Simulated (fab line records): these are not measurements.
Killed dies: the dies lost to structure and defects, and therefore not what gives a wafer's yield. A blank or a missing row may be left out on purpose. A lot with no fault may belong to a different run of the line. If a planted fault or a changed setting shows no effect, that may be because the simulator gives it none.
Which tool did it? || flow gf180mcu || Sampling: 6 lots, 18 wafers, 2 of 602 route steps

WHAT EACH GAUGE READ, for each wafer
GF_VT_IMPLANT_OVL_MEAS_40.
{"lot": "L760", "measured": "day 8 00:29", "on": "overlay-01", "VT_IMPLANT_03_OVL (nm)": "1.7 2.1 1.7"}
{"lot": "L763", "measured": "day 9 04:40", "on": "overlay-01", "VT_IMPLANT_03_OVL (nm)": "2.5 -0.7 0.9"}
{"lot": "L767", "measured": "day 10 06:44", "on": "overlay-02", "VT_IMPLANT_03_OVL (nm)": "-2.4 -0.2 -1.0"}
{"lot": "L770", "measured": "day 11 03:22", "on": "overlay-01", "VT_IMPLANT_03_OVL (nm)": "1.1 1.0 0.6"}
{"lot": "L775", "measured": "day 12 08:09", "on": "overlay-02", "VT_IMPLANT_03_OVL (nm)": "-2.4 -1.2 -0.5"}
{"lot": "L780", "measured": "day 13 21:28", "on": "overlay-01", "VT_IMPLANT_03_OVL (nm)": "1.8 4.9 1.9"}

EACH LOT AND THE TOOL THAT RAN IT (in order: tool; ch and the chambers of the sampled wafers; start)
{"lot": "L760", "GF_VT_IMPLANT_DEVELOP_39": "litho-track-02 ch 0, day 8 00:20"}
{"lot": "L763", "GF_VT_IMPLANT_DEVELOP_39": "litho-track-03 ch 0, day 9 04:31"}
{"lot": "L767", "GF_VT_IMPLANT_DEVELOP_39": "litho-track-02 ch 0, day 10 06:37"}
{"lot": "L770", "GF_VT_IMPLANT_DEVELOP_39": "litho-track-01 ch 0, day 11 03:14"}
{"lot": "L775", "GF_VT_IMPLANT_DEVELOP_39": "litho-track-01 ch 0, day 12 08:00"}
{"lot": "L780", "GF_VT_IMPLANT_DEVELOP_39": "litho-track-03 ch 0, day 13 21:19"}
- GF_VT_IMPLANT_DEVELOP_39: develop time 60 s.

THE ANSWER, worked out from the rows above alone
Rule: what is usual is taken from the lots themselves. Put in order of their means at a reading, lots are off if they are a third of the lots or fewer, leave a main group of 4 or more, and stand apart from it by a gap of 3 or more times the standard deviation of the main group's means; of several such gaps the widest counts. If all means in a main group match to the digits the tables above print for the reading, that group is not used. Also off: a lot with no number at a reading for which 4 or more lots have one. Where the step has rows for the other lots, those lots are counted as sound.
No lot is off on any of the readings shown, so nothing can be concluded from this.

WHAT THE SIMULATOR HAD INSERTED
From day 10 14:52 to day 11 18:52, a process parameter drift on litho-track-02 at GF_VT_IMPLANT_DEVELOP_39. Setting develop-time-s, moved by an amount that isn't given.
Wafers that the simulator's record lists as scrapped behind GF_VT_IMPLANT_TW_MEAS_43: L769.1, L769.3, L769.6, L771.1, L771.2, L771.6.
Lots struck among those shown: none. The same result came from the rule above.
